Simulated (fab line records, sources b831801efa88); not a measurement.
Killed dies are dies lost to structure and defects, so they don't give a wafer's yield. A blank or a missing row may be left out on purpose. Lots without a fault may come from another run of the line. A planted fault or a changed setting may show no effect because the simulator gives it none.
Chamber matching | flow sky130 | SKY_VIA3_CMP_24 on cmp-02: 4 sister chambers
The step polishes, stops on SiO2, t overpolish 20 s, target thk 0 nm. 14 wafers are shown with their chamber, then 7 later ones without.

WAFERS WITH THEIR CHAMBER
wafer  | chamber | motor_current_A (A) | platen_rpm (rpm) | time_to_endpoint_s (s)
L701.3 | 1       | 11.9                | 59.99            | 89
L701.5 | 0       | 11.5                | 59.99            | 88
L701.6 | 1       | 11.7                | 60.03            | 88
L700.3 | 1       | 11.7                | 60.07            | 92
L700.4 | 0       | 10.9                | 60.05            | 90
L700.5 | 2       | 12.6                | 59.93            | 92
L704.1 | 1       | 11.9                | 60.01            | 87
L706.3 | 3       | 12.9                | 60.04            | 95
L706.4 | 1       | 12.1                | 60.01            | 86
L715.3 | 0       | 10.8                | 59.95            | 90
L715.5 | 0       | 11.4                | 60.03            | 93
L715.6 | 1       | 11.9                | 60.02            | 84
L716.2 | 3       | 13.1                | 60.07            | 93
L716.5 | 0       | 11.6                | 59.99            | 92

SIGNATURES (means of the wafers above)
reading            | chamber 0 | chamber 1 | chamber 2 | chamber 3 | scatter within a chamber
motor_current_A    | 11.240    | 11.867    | 12.600    | 13.000    | 0.258
platen_rpm         | 60.0020   | 60.0217   | 59.9300   | 60.0550   | 0.032
time_to_endpoint_s | 90.60     | 87.67     | 92.00     | 94.00     | 2.34
Rule: a wafer's distance from a chamber is the root of the sum, over the readings, of the square of ((its reading less the chamber's mean) divided by the reading's scatter). The wafer belongs to the nearest chamber; if the next one is less than 2 further off, it can't be placed. The scatter: the root of (the sum of the squares of (reading less its chamber's mean) over the shown wafers, divided by (wafers less chambers)).

WAFERS WITHOUT THEIR CHAMBER
wafer  | motor_current_A (A) | platen_rpm (rpm) | time_to_endpoint_s (s)
L716.6 | 12.8                | 59.98            | 93
L719.1 | 12.3                | 60.02            | 91
L719.3 | 11.5                | 59.95            | 89
L719.5 | 12.2                | 60.02            | 93
L720.1 | 12.0                | 60.02            | 89
L720.2 | 11.0                | 59.96            | 91
L720.5 | 11.7                | 60.05            | 89

WHICH CHAMBER EACH WENT THROUGH
wafer  | from the rows above               | in truth
L716.6 | can't be placed: 2 or 3           | 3
L719.1 | can't be placed: 1 or 2 or 3 or 0 | 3
L719.3 | can't be placed: 0 or 1           | 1
L719.5 | can't be placed: 1 or 2 or 3 or 0 | 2
L720.1 | 1                                 | 1
L720.2 | 0                                 | 0
L720.5 | can't be placed: 1 or 0           | 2
Placed correctly: 2 of 7. Can't be placed from these rows: 5 (the true chamber is among the candidates in 4). Placed wrongly: 0.
